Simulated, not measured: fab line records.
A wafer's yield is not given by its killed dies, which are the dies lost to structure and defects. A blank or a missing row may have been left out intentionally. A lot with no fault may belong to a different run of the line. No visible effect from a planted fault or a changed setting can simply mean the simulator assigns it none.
fab line records || flow sky130
record: {"lots": 5, "wafers": 15, "last_day": 49}
route steps=708 shown LI_CONTACT@385 LOCAL_INTERCONNECT@387
lots that met no fault: taken from a fault-free run of the same line
start_h: the number of hours between the record's first day and the start of the first shown wafer of the lot || wait_h: hours from the lot's prior step to this one || " as in the row above || L1.1+2: one row covering several wafers at once || - no value present, or no start provided || * or withheld: withheld || < > ~ a bound
route shown NAME@n: NAME is a module with steps in the file, n the number in the route of the first one || usual: average and standard deviation across the fault-free wafers || same: alike in all rows || chamber/n: place in a boat || sites: per-site readings || _std_site: standard deviation of those values || _edge_site: inner sites' mean taken away from outer sites' mean || radius_mm: for every site, how far away it sits from the centre of the wafer || mask NAME#n: copy n || behind: the most recent tool/chamber to have shaped the wafer || hold: the reason the lot was held/the length of the hold in hours/how it ended || device: the n, p or np transistor that did not switch || end of line: tests run on the same wafers once the route is complete || a step with no rows: only its recipe || killed: the dies lost at the first sort to structure and to defects; this is not the yield of the wafer || map: a wafer's dies, marking killed ones x, the rest . and places with no die _
set.NAME: the setting that was run; set.NAME@STEP: the one run at that earlier step || model.NAME: the simulator's own value behind a step, which no gauge read
lots at selected steps of the route; one table per step, one row per wafer
services: a tool's chamber out of use, with start hour (start_h, from the record's first day; less than 0 if before it), hours out, and reason
== steps ==
step: SKY_LI_CONTACT_THK_MEAS_23
recipe: {"thk_meas_gauge": "xrf", "reads": "W_of_LI_CONTACT_CVD_21"}
usual: {"LI_CONTACT_W_THK": "398/7.7"}
{"lot.wafer": "L074.2", "tool": "film_metro-04", "chamber": "-", "start_h": 670.51, "wait_h": 0.1, "LI_CONTACT_W_THK[nm]": 394}
{"lot.wafer": "L074.3", "tool": "film_metro-04", "chamber": "-", "start_h": 670.51, "wait_h": 0.1, "LI_CONTACT_W_THK[nm]": 397}
{"lot.wafer": "L074.4", "tool": "film_metro-04", "chamber": "-", "start_h": 670.51, "wait_h": 0.1, "LI_CONTACT_W_THK[nm]": 400}
{"lot.wafer": "L076.2", "tool": "film_metro-04", "chamber": "-", "start_h": 685.53, "wait_h": 0.1, "LI_CONTACT_W_THK[nm]": 403}
{"lot.wafer": "L076.3", "tool": "film_metro-04", "chamber": "-", "start_h": 685.53, "wait_h": 0.1, "LI_CONTACT_W_THK[nm]": 403}
{"lot.wafer": "L076.5", "tool": "film_metro-04", "chamber": "-", "start_h": 685.53, "wait_h": 0.1, "LI_CONTACT_W_THK[nm]": 405}
{"lot.wafer": "L077.1", "tool": "film_metro-03", "chamber": "-", "start_h": 702.71, "wait_h": 0.1, "LI_CONTACT_W_THK[nm]": 386}
{"lot.wafer": "L077.3", "tool": "film_metro-03", "chamber": "-", "start_h": 702.71, "wait_h": 0.1, "LI_CONTACT_W_THK[nm]": 397}
{"lot.wafer": "L077.4", "tool": "film_metro-03", "chamber": "-", "start_h": 702.71, "wait_h": 0.1, "LI_CONTACT_W_THK[nm]": 393}
{"lot.wafer": "L080.1", "tool": "film_metro-02", "chamber": "-", "start_h": 723.82, "wait_h": 0.1, "LI_CONTACT_W_THK[nm]": 397}
{"lot.wafer": "L080.2", "tool": "film_metro-02", "chamber": "-", "start_h": 723.82, "wait_h": 0.1, "LI_CONTACT_W_THK[nm]": 392}
{"lot.wafer": "L080.6", "tool": "film_metro-02", "chamber": "-", "start_h": 723.82, "wait_h": 0.1, "LI_CONTACT_W_THK[nm]": 396}
{"lot.wafer": "L092.1", "tool": "film_metro-04", "chamber": "-", "start_h": 825.33, "wait_h": 0.1, "LI_CONTACT_W_THK[nm]": 409}
{"lot.wafer": "L092.3", "tool": "film_metro-04", "chamber": "-", "start_h": 825.33, "wait_h": 0.1, "LI_CONTACT_W_THK[nm]": 395}
{"lot.wafer": "L092.6", "tool": "film_metro-04", "chamber": "-", "start_h": 825.33, "wait_h": 0.1, "LI_CONTACT_W_THK[nm]": 396}
step: SKY_LI_CONTACT_CMP_24
recipe: {"stop_on": "PSG", "t_overpolish_s": 20, "down_force_psi": 3.5, "platen_rpm": 60, "target_thk_nm": 0, "pad_velocity_m_s": 0.94248}
usual: {"head_pressure_psi": "3.501/0.0075", "motor_current_A": "10.5/1.3", "overpolish_run_s": "19.999/0.0097", "platen_rpm": "60.00/0.042", "time_to_endpoint_s": "97/3.2"}
{"lot.wafer": "L074.3", "tool": "cmp-01", "chamber": 0, "start_h": 670.61, "wait_h": 0.1, "head_pressure_psi": 3.503, "motor_current_A": 8.3, "overpolish_run_s": 20.002, "platen_rpm": 60.08, "time_to_endpoint_s": 99}
{"lot.wafer": "L074.2", "tool": "cmp-01", "chamber": 1, "start_h": 670.61, "wait_h": 0.1, "head_pressure_psi": 3.497, "motor_current_A": 11.8, "overpolish_run_s": 19.994, "platen_rpm": 59.94, "time_to_endpoint_s": 95}
{"lot.wafer": "L074.4", "tool": "cmp-01", "chamber": 2, "start_h": 670.61, "wait_h": 0.1, "head_pressure_psi": 3.512, "motor_current_A": 9.8, "overpolish_run_s": 19.997, "platen_rpm": 59.99, "time_to_endpoint_s": 95}
{"lot.wafer": "L076.2", "tool": "cmp-01", "chamber": 0, "start_h": 685.63, "wait_h": 0.1, "head_pressure_psi": 3.502, "motor_current_A": 8.8, "overpolish_run_s": 20.010, "platen_rpm": 59.97, "time_to_endpoint_s": 97}
{"lot.wafer": "L076.3", "tool": "cmp-01", "chamber": 1, "start_h": 685.63, "wait_h": 0.1, "head_pressure_psi": 3.502, "motor_current_A": 11.9, "overpolish_run_s": 20.013, "platen_rpm": 60.01, "time_to_endpoint_s": 96}
{"lot.wafer": "L076.5", "tool": "cmp-01", "chamber": 0, "start_h": 685.63, "wait_h": 0.1, "head_pressure_psi": 3.505, "motor_current_A": 8.5, "overpolish_run_s": 20.012, "platen_rpm": 60.03, "time_to_endpoint_s": 98}
{"lot.wafer": "L077.1", "tool": "cmp-01", "chamber": 0, "start_h": 702.77, "wait_h": 0.1, "head_pressure_psi": 3.495, "motor_current_A": 8.8, "overpolish_run_s": 19.995, "platen_rpm": 59.96, "time_to_endpoint_s": 98}
{"lot.wafer": "L077.4", "tool": "cmp-01", "chamber": 1, "start_h": 702.77, "wait_h": 0.1, "head_pressure_psi": 3.498, "motor_current_A": 11.9, "overpolish_run_s": 19.985, "platen_rpm": 60.02, "time_to_endpoint_s": 101}
{"lot.wafer": "L077.3", "tool": "cmp-01", "chamber": 3, "start_h": 702.77, "wait_h": 0.1, "head_pressure_psi": 3.499, "motor_current_A": 10.0, "overpolish_run_s": 20.003, "platen_rpm": 60.02, "time_to_endpoint_s": 96}
{"lot.wafer": "L080.2", "tool": "cmp-02", "chamber": 2, "start_h": 723.93, "wait_h": 0.1, "head_pressure_psi": 3.502, "motor_current_A": 11.3, "overpolish_run_s": 20.010, "platen_rpm": 59.97, "time_to_endpoint_s": 93}
{"lot.wafer": "L080.1", "tool": "cmp-02", "chamber": 0, "start_h": 723.93, "wait_h": 0.1, "head_pressure_psi": 3.490, "motor_current_A": 13.5, "overpolish_run_s": 19.999, "platen_rpm": 60.01, "time_to_endpoint_s": 99}
{"lot.wafer": "L080.6", "tool": "cmp-02", "chamber": 2, "start_h": 723.93, "wait_h": 0.1, "head_pressure_psi": 3.503, "motor_current_A": 10.1, "overpolish_run_s": 19.992, "platen_rpm": 59.98, "time_to_endpoint_s": 98}
{"lot.wafer": "L092.1", "tool": "cmp-01", "chamber": 1, "start_h": 825.39, "wait_h": 0.1, "head_pressure_psi": 3.498, "motor_current_A": 12.0, "overpolish_run_s": 20.007, "platen_rpm": 60.02, "time_to_endpoint_s": 100}
{"lot.wafer": "L092.3", "tool": "cmp-01", "chamber": 2, "start_h": 825.39, "wait_h": 0.1, "head_pressure_psi": 3.507, "motor_current_A": 10.5, "overpolish_run_s": 19.992, "platen_rpm": 60.07, "time_to_endpoint_s": 99}
{"lot.wafer": "L092.6", "tool": "cmp-01", "chamber": 1, "start_h": 825.39, "wait_h": 0.1, "head_pressure_psi": 3.522, "motor_current_A": 11.2, "overpolish_run_s": 20.012, "platen_rpm": 60.04, "time_to_endpoint_s": 100}
step: SKY_LOCAL_INTERCONNECT_SPUTTER_00
recipe: {"material": "TiN", "target_thk_nm": 100, "temp_c": 300, "power_w": 6500, "time_s": 83.3, "chamber_pressure_pa": 0.4}
usual: {"throttle_valve_pct": "30.1/0.83"}
{"lot.wafer": "L074.2", "tool": "pvd_sputter-04", "chamber": "-", "start_h": 670.86, "wait_h": 0.1, "throttle_valve_pct": 31.4}
{"lot.wafer": "L074.3", "tool": "pvd_sputter-04", "chamber": "-", "start_h": 670.86, "wait_h": 0.1, "throttle_valve_pct": 29.7}
{"lot.wafer": "L074.4", "tool": "pvd_sputter-04", "chamber": "-", "start_h": 670.86, "wait_h": 0.1, "throttle_valve_pct": 32.0}
{"lot.wafer": "L076.2", "tool": "pvd_sputter-01", "chamber": "-", "start_h": 685.88, "wait_h": 0.2, "throttle_valve_pct": 29.8}
{"lot.wafer": "L076.3", "tool": "pvd_sputter-01", "chamber": "-", "start_h": 685.88, "wait_h": 0.2, "throttle_valve_pct": 30.4}
{"lot.wafer": "L076.5", "tool": "pvd_sputter-01", "chamber": "-", "start_h": 685.88, "wait_h": 0.2, "throttle_valve_pct": 29.1}
{"lot.wafer": "L077.1", "tool": "pvd_sputter-02", "chamber": "-", "start_h": 703.07, "wait_h": 0.2, "throttle_valve_pct": 29.5}
{"lot.wafer": "L077.3", "tool": "pvd_sputter-02", "chamber": "-", "start_h": 703.07, "wait_h": 0.2, "throttle_valve_pct": 29.7}
{"lot.wafer": "L077.4", "tool": "pvd_sputter-02", "chamber": "-", "start_h": 703.07, "wait_h": 0.2, "throttle_valve_pct": 30.4}
{"lot.wafer": "L080.1", "tool": "pvd_sputter-02", "chamber": "-", "start_h": 724.18, "wait_h": 0.1, "throttle_valve_pct": 29.6}
{"lot.wafer": "L080.2", "tool": "pvd_sputter-02", "chamber": "-", "start_h": 724.18, "wait_h": 0.1, "throttle_valve_pct": 29.6}
{"lot.wafer": "L080.6", "tool": "pvd_sputter-02", "chamber": "-", "start_h": 724.18, "wait_h": 0.1, "throttle_valve_pct": 29.4}
{"lot.wafer": "L092.1", "tool": "pvd_sputter-04", "chamber": "-", "start_h": 825.69, "wait_h": 0.2, "throttle_valve_pct": 29.8}
{"lot.wafer": "L092.3", "tool": "pvd_sputter-04", "chamber": "-", "start_h": 825.69, "wait_h": 0.2, "throttle_valve_pct": 31.0}
{"lot.wafer": "L092.6", "tool": "pvd_sputter-04", "chamber": "-", "start_h": 825.69, "wait_h": 0.2, "throttle_valve_pct": 31.1}
step: SKY_LOCAL_INTERCONNECT_RS_MEAS_01
recipe: {"thk_meas_gauge": "four-point-probe", "reads": "TiN_of_LOCAL_INTERCONNECT_SPUTTER_00"}
usual: {"LOCAL_INTERCONNECT_TIN_RS": "14.16/0.14"}
{"lot.wafer": "L074.2", "tool": "film_metro-02", "chamber": "-", "start_h": 670.94, "wait_h": 0.1, "LOCAL_INTERCONNECT_TIN_RS[ohm/sq]": 14.47}
{"lot.wafer": "L074.3", "tool": "film_metro-02", "chamber": "-", "start_h": 670.94, "wait_h": 0.1, "LOCAL_INTERCONNECT_TIN_RS[ohm/sq]": 14.37}
{"lot.wafer": "L074.4", "tool": "film_metro-02", "chamber": "-", "start_h": 670.94, "wait_h": 0.1, "LOCAL_INTERCONNECT_TIN_RS[ohm/sq]": 14.29}
{"lot.wafer": "L076.2", "tool": "film_metro-01", "chamber": "-", "start_h": 685.97, "wait_h": 0.1, "LOCAL_INTERCONNECT_TIN_RS[ohm/sq]": 14.21}
{"lot.wafer": "L076.3", "tool": "film_metro-01", "chamber": "-", "start_h": 685.97, "wait_h": 0.1, "LOCAL_INTERCONNECT_TIN_RS[ohm/sq]": 14.36}
{"lot.wafer": "L076.5", "tool": "film_metro-01", "chamber": "-", "start_h": 685.97, "wait_h": 0.1, "LOCAL_INTERCONNECT_TIN_RS[ohm/sq]": 14.32}
{"lot.wafer": "L077.1", "tool": "film_metro-02", "chamber": "-", "start_h": 703.13, "wait_h": 0.0, "LOCAL_INTERCONNECT_TIN_RS[ohm/sq]": 14.33}
{"lot.wafer": "L077.3", "tool": "film_metro-02", "chamber": "-", "start_h": 703.13, "wait_h": 0.0, "LOCAL_INTERCONNECT_TIN_RS[ohm/sq]": 14.31}
{"lot.wafer": "L077.4", "tool": "film_metro-02", "chamber": "-", "start_h": 703.13, "wait_h": 0.0, "LOCAL_INTERCONNECT_TIN_RS[ohm/sq]": 14.34}
{"lot.wafer": "L080.1", "tool": "film_metro-02", "chamber": "-", "start_h": 724.24, "wait_h": 0.0, "LOCAL_INTERCONNECT_TIN_RS[ohm/sq]": 14.20}
{"lot.wafer": "L080.2", "tool": "film_metro-02", "chamber": "-", "start_h": 724.24, "wait_h": 0.0, "LOCAL_INTERCONNECT_TIN_RS[ohm/sq]": 14.23}
{"lot.wafer": "L080.6", "tool": "film_metro-02", "chamber": "-", "start_h": 724.24, "wait_h": 0.0, "LOCAL_INTERCONNECT_TIN_RS[ohm/sq]": 14.27}
{"lot.wafer": "L092.1", "tool": "film_metro-01", "chamber": "-", "start_h": 825.75, "wait_h": 0.0, "LOCAL_INTERCONNECT_TIN_RS[ohm/sq]": 14.15}
{"lot.wafer": "L092.3", "tool": "film_metro-01", "chamber": "-", "start_h": 825.75, "wait_h": 0.0, "LOCAL_INTERCONNECT_TIN_RS[ohm/sq]": 14.28}
{"lot.wafer": "L092.6", "tool": "film_metro-01", "chamber": "-", "start_h": 825.75, "wait_h": 0.0, "LOCAL_INTERCONNECT_TIN_RS[ohm/sq]": 14.16}
step: SKY_LOCAL_INTERCONNECT_THK_MEAS_02
recipe: {"thk_meas_gauge": "xrf", "reads": "TiN_of_LOCAL_INTERCONNECT_SPUTTER_00"}
usual: {"LOCAL_INTERCONNECT_TIN_THK": "102.3/1"}
{"lot.wafer": "L074.2", "tool": "film_metro-02", "chamber": "-", "start_h": 671.05, "wait_h": 0.1, "LOCAL_INTERCONNECT_TIN_THK[nm]": 99.6}
{"lot.wafer": "L074.3", "tool": "film_metro-02", "chamber": "-", "start_h": 671.05, "wait_h": 0.1, "LOCAL_INTERCONNECT_TIN_THK[nm]": 100.2}
{"lot.wafer": "L074.4", "tool": "film_metro-02", "chamber": "-", "start_h": 671.05, "wait_h": 0.1, "LOCAL_INTERCONNECT_TIN_THK[nm]": 100.9}
{"lot.wafer": "L076.2", "tool": "film_metro-01", "chamber": "-", "start_h": 686.08, "wait_h": 0.1, "LOCAL_INTERCONNECT_TIN_THK[nm]": 101.7}
{"lot.wafer": "L076.3", "tool": "film_metro-01", "chamber": "-", "start_h": 686.08, "wait_h": 0.1, "LOCAL_INTERCONNECT_TIN_THK[nm]": 100.5}
{"lot.wafer": "L076.5", "tool": "film_metro-01", "chamber": "-", "start_h": 686.08, "wait_h": 0.1, "LOCAL_INTERCONNECT_TIN_THK[nm]": 101.5}
{"lot.wafer": "L077.1", "tool": "film_metro-02", "chamber": "-", "start_h": 703.25, "wait_h": 0.1, "LOCAL_INTERCONNECT_TIN_THK[nm]": 101.3}
{"lot.wafer": "L077.3", "tool": "film_metro-02", "chamber": "-", "start_h": 703.25, "wait_h": 0.1, "LOCAL_INTERCONNECT_TIN_THK[nm]": 101.2}
{"lot.wafer": "L077.4", "tool": "film_metro-02", "chamber": "-", "start_h": 703.25, "wait_h": 0.1, "LOCAL_INTERCONNECT_TIN_THK[nm]": 100.8}
{"lot.wafer": "L080.1", "tool": "film_metro-02", "chamber": "-", "start_h": 724.36, "wait_h": 0.1, "LOCAL_INTERCONNECT_TIN_THK[nm]": 101.9}
{"lot.wafer": "L080.2", "tool": "film_metro-02", "chamber": "-", "start_h": 724.36, "wait_h": 0.1, "LOCAL_INTERCONNECT_TIN_THK[nm]": 101.5}
{"lot.wafer": "L080.6", "tool": "film_metro-02", "chamber": "-", "start_h": 724.36, "wait_h": 0.1, "LOCAL_INTERCONNECT_TIN_THK[nm]": 101.3}
{"lot.wafer": "L092.1", "tool": "film_metro-01", "chamber": "-", "start_h": 825.87, "wait_h": 0.1, "LOCAL_INTERCONNECT_TIN_THK[nm]": 101.9}
{"lot.wafer": "L092.3", "tool": "film_metro-01", "chamber": "-", "start_h": 825.87, "wait_h": 0.1, "LOCAL_INTERCONNECT_TIN_THK[nm]": 102.0}
{"lot.wafer": "L092.6", "tool": "film_metro-01", "chamber": "-", "start_h": 825.87, "wait_h": 0.1, "LOCAL_INTERCONNECT_TIN_THK[nm]": 102.1}
step: SKY_LOCAL_INTERCONNECT_DEHYDRATE_03
recipe: {"temp_c": 200, "time_s": 60}
usual: {"plate_temp_C": "199.99/0.15"}
{"lot.wafer": "L074.2", "tool": "litho_track-02", "chamber": 0, "start_h": 684.39, "wait_h": 13.3, "plate_temp_C": 199.74}
{"lot.wafer": "L074.3", "tool": "litho_track-02", "chamber": 0, "start_h": 684.39, "wait_h": 13.3, "plate_temp_C": 200.13}
{"lot.wafer": "L074.4", "tool": "litho_track-02", "chamber": 0, "start_h": 684.39, "wait_h": 13.3, "plate_temp_C": 199.81}
{"lot.wafer": "L076.2", "tool": "litho_track-02", "chamber": 0, "start_h": 699.09, "wait_h": 13.0, "plate_temp_C": 199.85}
{"lot.wafer": "L076.3", "tool": "litho_track-02", "chamber": 0, "start_h": 699.09, "wait_h": 13.0, "plate_temp_C": 200.00}
{"lot.wafer": "L076.5", "tool": "litho_track-02", "chamber": 0, "start_h": 699.09, "wait_h": 13.0, "plate_temp_C": 199.96}
{"lot.wafer": "L077.1", "tool": "litho_track-03", "chamber": 0, "start_h": 716.20, "wait_h": 12.9, "plate_temp_C": 199.87}
{"lot.wafer": "L077.3", "tool": "litho_track-03", "chamber": 0, "start_h": 716.20, "wait_h": 12.9, "plate_temp_C": 200.03}
{"lot.wafer": "L077.4", "tool": "litho_track-03", "chamber": 0, "start_h": 716.20, "wait_h": 12.9, "plate_temp_C": 199.87}
{"lot.wafer": "L080.1", "tool": "litho_track-02", "chamber": 0, "start_h": 737.46, "wait_h": 13.1, "plate_temp_C": 199.98}
{"lot.wafer": "L080.2", "tool": "litho_track-02", "chamber": 0, "start_h": 737.46, "wait_h": 13.1, "plate_temp_C": 200.04}
{"lot.wafer": "L080.6", "tool": "litho_track-02", "chamber": 0, "start_h": 737.46, "wait_h": 13.1, "plate_temp_C": 200.20}
{"lot.wafer": "L092.1", "tool": "litho_track-02", "chamber": 0, "start_h": 838.01, "wait_h": 12.1, "plate_temp_C": 200.00}
{"lot.wafer": "L092.3", "tool": "litho_track-02", "chamber": 0, "start_h": 838.01, "wait_h": 12.1, "plate_temp_C": 199.98}
{"lot.wafer": "L092.6", "tool": "litho_track-02", "chamber": 0, "start_h": 838.01, "wait_h": 12.1, "plate_temp_C": 199.97}
step: SKY_LOCAL_INTERCONNECT_HMDS_04
recipe: {"prime_time_s": 60, "prime_temp_c": 120}
{"lot.wafer": "L074.2+3+4", "tool": "litho_track-02", "chamber": 0, "start_h": 684.54, "wait_h": 0.1}
{"lot.wafer": "L076.2+3+5", "tool": "litho_track-02", "chamber": 0, "start_h": 699.24, "wait_h": 0.1}
{"lot.wafer": "L077.1+3+4", "tool": "litho_track-03", "chamber": 0, "start_h": 716.35, "wait_h": 0.1}
{"lot.wafer": "L080.1+2+6", "tool": "litho_track-02", "chamber": 0, "start_h": 737.61, "wait_h": 0.1}
{"lot.wafer": "L092.1+3+6", "tool": "litho_track-02", "chamber": 0, "start_h": 838.16, "wait_h": 0.1}
step: SKY_LOCAL_INTERCONNECT_COAT_05
recipe: {"resist": "BARC", "temp_c": "withheld", "time_s": "withheld", "spin_rpm": 3000, "resist_thk_nm": 60}
{"lot.wafer": "L074.2+3+4", "tool": "litho_track-02", "chamber": 0, "start_h": 684.69, "wait_h": 0.1}
{"lot.wafer": "L076.2+3+5", "tool": "litho_track-02", "chamber": 0, "start_h": 699.39, "wait_h": 0.1}
{"lot.wafer": "L077.1+3+4", "tool": "litho_track-03", "chamber": 0, "start_h": 716.50, "wait_h": 0.1}
{"lot.wafer": "L080.1+2+6", "tool": "litho_track-02", "chamber": 0, "start_h": 737.76, "wait_h": 0.1}
{"lot.wafer": "L092.1+3+6", "tool": "litho_track-02", "chamber": 0, "start_h": 838.31, "wait_h": 0.1}
step: SKY_LOCAL_INTERCONNECT_COAT_06
recipe: {"resist": "KrF-thick", "spin_rpm": 3000, "resist_thk_nm": 450}
{"lot.wafer": "L074.2+3+4", "tool": "litho_track-02", "chamber": 0, "start_h": "-", "wait_h": "-"}
{"lot.wafer": "L076.2+3+5", "tool": "litho_track-02", "chamber": 0, "start_h": "-", "wait_h": "-"}
{"lot.wafer": "L077.1+3+4", "tool": "litho_track-03", "chamber": 0, "start_h": "-", "wait_h": "-"}
{"lot.wafer": "L080.1+2+6", "tool": "litho_track-02", "chamber": 0, "start_h": "-", "wait_h": "-"}
{"lot.wafer": "L092.1+3+6", "tool": "litho_track-02", "chamber": 0, "start_h": "-", "wait_h": "-"}
step: SKY_LOCAL_INTERCONNECT_SOFTBAKE_07
recipe: {"temp_c": 100, "time_s": 90, "resist": "KrF-thick"}
usual: {"plate_temp_C": "99.98/0.14"}
{"lot.wafer": "L074.2", "tool": "litho_track-02", "chamber": 0, "start_h": "-", "wait_h": "-", "plate_temp_C": 100.04}
{"lot.wafer": "L074.3", "tool": "litho_track-02", "chamber": 0, "start_h": "-", "wait_h": "-", "plate_temp_C": 100.03}
{"lot.wafer": "L074.4", "tool": "litho_track-02", "chamber": 0, "start_h": "-", "wait_h": "-", "plate_temp_C": 100.06}
{"lot.wafer": "L076.2", "tool": "litho_track-02", "chamber": 0, "start_h": "-", "wait_h": "-", "plate_temp_C": 100.01}
{"lot.wafer": "L076.3", "tool": "litho_track-02", "chamber": 0, "start_h": "-", "wait_h": "-", "plate_temp_C": 100.05}
{"lot.wafer": "L076.5", "tool": "litho_track-02", "chamber": 0, "start_h": "-", "wait_h": "-", "plate_temp_C": 100.28}
{"lot.wafer": "L077.1", "tool": "litho_track-03", "chamber": 0, "start_h": "-", "wait_h": "-", "plate_temp_C": 99.93}
{"lot.wafer": "L077.3", "tool": "litho_track-03", "chamber": 0, "start_h": "-", "wait_h": "-", "plate_temp_C": 100.19}
{"lot.wafer": "L077.4", "tool": "litho_track-03", "chamber": 0, "start_h": "-", "wait_h": "-", "plate_temp_C": 100.11}
{"lot.wafer": "L080.1", "tool": "litho_track-02", "chamber": 0, "start_h": "-", "wait_h": "-", "plate_temp_C": 100.18}
{"lot.wafer": "L080.2", "tool": "litho_track-02", "chamber": 0, "start_h": "-", "wait_h": "-", "plate_temp_C": 100.16}
{"lot.wafer": "L080.6", "tool": "litho_track-02", "chamber": 0, "start_h": "-", "wait_h": "-", "plate_temp_C": 100.16}
{"lot.wafer": "L092.1", "tool": "litho_track-02", "chamber": 0, "start_h": "-", "wait_h": "-", "plate_temp_C": 99.90}
{"lot.wafer": "L092.3", "tool": "litho_track-02", "chamber": 0, "start_h": "-", "wait_h": "-", "plate_temp_C": 100.19}
{"lot.wafer": "L092.6", "tool": "litho_track-02", "chamber": 0, "start_h": "-", "wait_h": "-", "plate_temp_C": 100.12}
== services ==
{"tool": "pvd_sputter-01", "chamber": "-", "start_h": 649.31, "hours": 1.0, "kind": "repair"}
{"tool": "pvd_sputter-01", "chamber": "-", "start_h": 653.00, "hours": 2.2, "kind": "repair"}
{"tool": "pvd_sputter-02", "chamber": "-", "start_h": 697.27, "hours": 2.5, "kind": "repair"}
{"tool": "pvd_sputter-02", "chamber": "-", "start_h": 727.09, "hours": 9.4, "kind": "repair"}
{"tool": "cmp-02", "chamber": "-", "start_h": 735.89, "hours": 0.9, "kind": "repair"}
{"tool": "cmp-01", "chamber": "-", "start_h": 742.12, "hours": 5.6, "kind": "pm"}
{"tool": "cmp-02", "chamber": "-", "start_h": 754.13, "hours": 4.0, "kind": "pm"}
{"tool": "cmp-02", "chamber": "-", "start_h": 758.13, "hours": "-", "kind": "consumable_replace:conditioner"}
{"tool": "cmp-02", "chamber": "-", "start_h": 758.13, "hours": "-", "kind": "consumable_replace:pad"}
{"tool": "cmp-02", "chamber": "-", "start_h": 766.34, "hours": 6.1, "kind": "repair"}
{"tool": "cmp-02", "chamber": "-", "start_h": 775.04, "hours": 4.1, "kind": "repair"}
{"tool": "cmp-02", "chamber": "-", "start_h": 779.14, "hours": 6.8, "kind": "pm"}
{"tool": "pvd_sputter-02", "chamber": "-", "start_h": 782.44, "hours": 1.5, "kind": "repair"}
{"tool": "cmp-01", "chamber": "-", "start_h": 795.19, "hours": 0.7, "kind": "repair"}
{"tool": "cmp-01", "chamber": "-", "start_h": 795.73, "hours": 1.3, "kind": "repair"}
{"tool": "pvd_sputter-01", "chamber": "-", "start_h": 802.57, "hours": 3.0, "kind": "repair"}
{"tool": "pvd_sputter-02", "chamber": "-", "start_h": 828.23, "hours": 4.8, "kind": "repair"}
{"tool": "pvd_sputter-01", "chamber": "-", "start_h": 829.93, "hours": 3.7, "kind": "repair"}
{"tool": "pvd_sputter-02", "chamber": "-", "start_h": 836.78, "hours": 1.7, "kind": "repair"}
{"tool": "pvd_sputter-02", "chamber": "-", "start_h": 838.46, "hours": 6.8, "kind": "repair"}
== key ==
fault none
